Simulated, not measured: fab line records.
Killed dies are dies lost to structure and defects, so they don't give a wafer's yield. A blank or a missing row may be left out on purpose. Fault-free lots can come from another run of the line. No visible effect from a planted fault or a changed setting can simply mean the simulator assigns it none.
Problem report in the 8D (eight disciplines) form, filled by code + flow sky130 + the parts of the form that need people (team, actions taken, sign-off) are left out

## 1. PROBLEM STATEMENT
Mean of cd nm at SKY_VIA3_CD_MEAS_12: 192.4 nm across 3 wafers in 2 lots; on wafers with no fault it is 200.4 nm (standard deviation 1.2). Relative to the usual mean, that is a shift of -6.7 standard deviations.
The step: target cd 200 nm.
Earliest sighting: wafer L351.6 on cd sem-02 at day 42 15:53. Wafers with a number at this step in the record: 33, from 11 lots. Rule for "out", or "out of limits": more than 4 standard deviations from the usual mean. The rest of the wafers with a number are treated as sound.

## 2. WHAT THIS IS AND IS NOT
| question                    | is                     | is not                                                                                 |
|-----------------------------|------------------------|----------------------------------------------------------------------------------------|
| which readings at this step | cd nm                  | -                                                                                      |
| which lots                  | L351, L352             | L342, L343, L344, L345, L346, L349, L360, L361, L362                                   |
| which wafers of those lots  | L351.6, L352.4, L352.6 | L351.2, L351.3, L352.2                                                                 |
| read on which gauges        | cd sem-01, cd sem-02   | -                                                                                      |
| when                        | from day 42 15:53      | up to then (20 sound wafers); but 10 sound wafers of L352, L360, L361, L362 came after |

## 3. WHAT RULES OUT EACH SUSPECT
Counting: if a tool at a process step up to the reading ran every lot that is out, it stays a suspect. Sound lots after the first of them don't rule it out here, since some wafers of a struck lot are sound.
- the gauge at SKY_VIA3_CD_MEAS_12 is ruled out. Those wafers that are out were read across 2 gauges (cd sem-01, cd sem-02).
- krf scanner-01 at SKY_VIA3_EXPOSE_09 (exposes mask VIM3, target cd 200 nm): kept. It ran every lot that is out, first L351 (day 42 03:13); its last sound lot up to then is L349 (day 41 18:28).
The count leaves krf scanner-01 at SKY_VIA3_EXPOSE_09.

## 4. THE CAUSE (what the simulator had put in)
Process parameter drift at SKY_VIA3_EXPOSE_09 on krf scanner-01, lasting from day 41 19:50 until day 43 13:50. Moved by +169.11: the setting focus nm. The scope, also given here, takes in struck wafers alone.
Only this tool survived the counting.

## 5. THE EFFECT CHAIN, in route order
Rows list readings where the struck wafers' mean (over those with a number) sits beyond 3 standard deviations from the usual. Only readings whose record carries a usual standard deviation are examined. hours: median over the lots of the time between each lot's start at the first step of this table that gives one and its start at this step. sigmas: the change, counted in usual standard deviations.
| hours | step                | reading | usual    | on struck wafers | change | sigmas |
|-------|---------------------|---------|----------|------------------|--------|--------|
| 0     | SKY_VIA3_CD_MEAS_12 | cd nm   | 200.4 nm | 192.4            | -8.0   | -6.7   |

## 6. WHAT WOULD HAVE CAUGHT IT SOONER
Counted from the fault's start at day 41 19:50, it took 20 hours until the first out-of-limits reading at a measuring or inspecting step in this record, taken at day 42 15:53.
All the lots that are out (2) had begun SKY_VIA3_EXPOSE_09 on krf scanner-01 by day 42 15:53. Tool hold at that time: it would have spared none of them.
